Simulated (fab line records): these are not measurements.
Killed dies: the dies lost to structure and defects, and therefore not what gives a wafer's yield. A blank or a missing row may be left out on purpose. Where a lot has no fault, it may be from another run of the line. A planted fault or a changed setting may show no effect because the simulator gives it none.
Which tool was responsible? || flow gf180mcu || 13 lots with 36 wafers sampled at 2 steps, on a route of 602 steps

WHAT EACH GAUGE READ, for each wafer
GF_M1_RS_MEAS_05: measurement is done with a four-point probe. Usual: for M1_ALCU_RS the level is 0.0695 ohm/sq and the standard deviation is 0.00082.
{"lot": "L315", "measured": "day 16 13:32", "on": "film metro-03", "M1_ALCU_RS (ohm/sq)": "0.0704 0.0699 0.0693", "flag": ""}
{"lot": "L316", "measured": "day 17 04:55", "on": "film metro-01", "M1_ALCU_RS (ohm/sq)": "0.0700 0.0702 0.0696", "flag": ""}
{"lot": "L320", "measured": "day 18 21:10", "on": "film metro-04", "M1_ALCU_RS (ohm/sq)": "0.0707 0.0702 0.0703", "flag": ""}
{"lot": "L321", "measured": "day 19 03:37", "on": "film metro-01", "M1_ALCU_RS (ohm/sq)": "0.0691 0.0696 0.0693", "flag": ""}
{"lot": "L323", "measured": "day 19 23:07", "on": "film metro-03", "M1_ALCU_RS (ohm/sq)": "0.0696 0.0690 0.0693", "flag": ""}
{"lot": "L325", "measured": "day 20 15:48", "on": "film metro-04", "M1_ALCU_RS (ohm/sq)": "0.0693 0.0698 0.0696", "flag": ""}
{"lot": "L326", "measured": "day 21 01:02", "on": "film metro-01", "M1_ALCU_RS (ohm/sq)": "0.0700 0.0695 0.0696", "flag": ""}
{"lot": "L330", "measured": "day 22 09:43", "on": "film metro-04", "M1_ALCU_RS (ohm/sq)": "0.0693 0.0693", "flag": ""}
{"lot": "L331", "measured": "day 23 07:41", "on": "film metro-01", "M1_ALCU_RS (ohm/sq)": "0.0685 0.0686", "flag": ""}
{"lot": "L332", "measured": "day 23 16:47", "on": "film metro-03", "M1_ALCU_RS (ohm/sq)": "0.0689 0.0687", "flag": ""}
{"lot": "L334", "measured": "day 24 00:04", "on": "film metro-03", "M1_ALCU_RS (ohm/sq)": "0.0684 0.0685 0.0690", "flag": ""}
{"lot": "L335", "measured": "day 24 03:53", "on": "film metro-03", "M1_ALCU_RS (ohm/sq)": "0.0687 0.0696 0.0688", "flag": ""}
{"lot": "L336", "measured": "day 24 10:14", "on": "film metro-04", "M1_ALCU_RS (ohm/sq)": "0.0703 0.0707 0.0700", "flag": ""}

GF_M1_THK_MEAS_06: measures by xrf. Usual: for M1_ALCU_THK the level is 450 nm and the standard deviation is 6.
{"lot": "L315", "measured": "day 16 13:38", "on": "film metro-03", "M1_ALCU_THK (nm)": "446 448 453", "flag": ""}
{"lot": "L316", "measured": "day 17 05:01", "on": "film metro-01", "M1_ALCU_THK (nm)": "449 449 449", "flag": ""}
{"lot": "L320", "measured": "day 18 21:16", "on": "film metro-04", "M1_ALCU_THK (nm)": "437 444 443", "flag": ""}
{"lot": "L321", "measured": "day 19 03:43", "on": "film metro-01", "M1_ALCU_THK (nm)": "454 448 452", "flag": ""}
{"lot": "L323", "measured": "day 19 23:14", "on": "film metro-03", "M1_ALCU_THK (nm)": "447 451 452", "flag": ""}
{"lot": "L325", "measured": "day 20 15:55", "on": "film metro-04", "M1_ALCU_THK (nm)": "453 451 449", "flag": ""}
{"lot": "L326", "measured": "day 21 01:09", "on": "film metro-01", "M1_ALCU_THK (nm)": "446 449 449", "flag": ""}
{"lot": "L330", "measured": "day 22 09:50", "on": "film metro-04", "M1_ALCU_THK (nm)": "452 451", "flag": ""}
{"lot": "L331", "measured": "day 23 07:48", "on": "film metro-01", "M1_ALCU_THK (nm)": "458 460", "flag": ""}
{"lot": "L332", "measured": "day 23 16:54", "on": "film metro-03", "M1_ALCU_THK (nm)": "454 457", "flag": ""}
{"lot": "L334", "measured": "day 24 00:09", "on": "film metro-03", "M1_ALCU_THK (nm)": "456 455 454", "flag": ""}
{"lot": "L335", "measured": "day 24 04:01", "on": "film metro-03", "M1_ALCU_THK (nm)": "453 450 455", "flag": ""}
{"lot": "L336", "measured": "day 24 10:21", "on": "film metro-04", "M1_ALCU_THK (nm)": "447 444 452", "flag": ""}

WHAT TOOL EACH LOT RAN ON (gives the tool, then ch and the chambers of the sampled wafers, and finally the start)
Record: no process step prior to these readings.

AS READ BY THE TOOLS THEMSELVES (means over the sampled wafers that have a number; for cases with no such wafer, the mark the record gives instead)
The record holds no such reading with a usual standard deviation.

THE ANSWER, worked out from the rows above alone
Rule: a lot counts as off when the mean over its wafers that have a number is more than 3 standard deviations away from the usual mean. Also off: a lot with no number at a reading for which 4 or more lots have one. Any other lot the step has rows for is counted as sound. First the gauges in route order, then the tools' own readings, where a lot's mean is used as printed above. The first step at which some lot is off is used, and at that step the reading that is off furthest; a lot without a number counts as furthest.
None of the lots is off at any reading shown; this tells nothing.

WHAT THE SIMULATOR HAD PUT IN
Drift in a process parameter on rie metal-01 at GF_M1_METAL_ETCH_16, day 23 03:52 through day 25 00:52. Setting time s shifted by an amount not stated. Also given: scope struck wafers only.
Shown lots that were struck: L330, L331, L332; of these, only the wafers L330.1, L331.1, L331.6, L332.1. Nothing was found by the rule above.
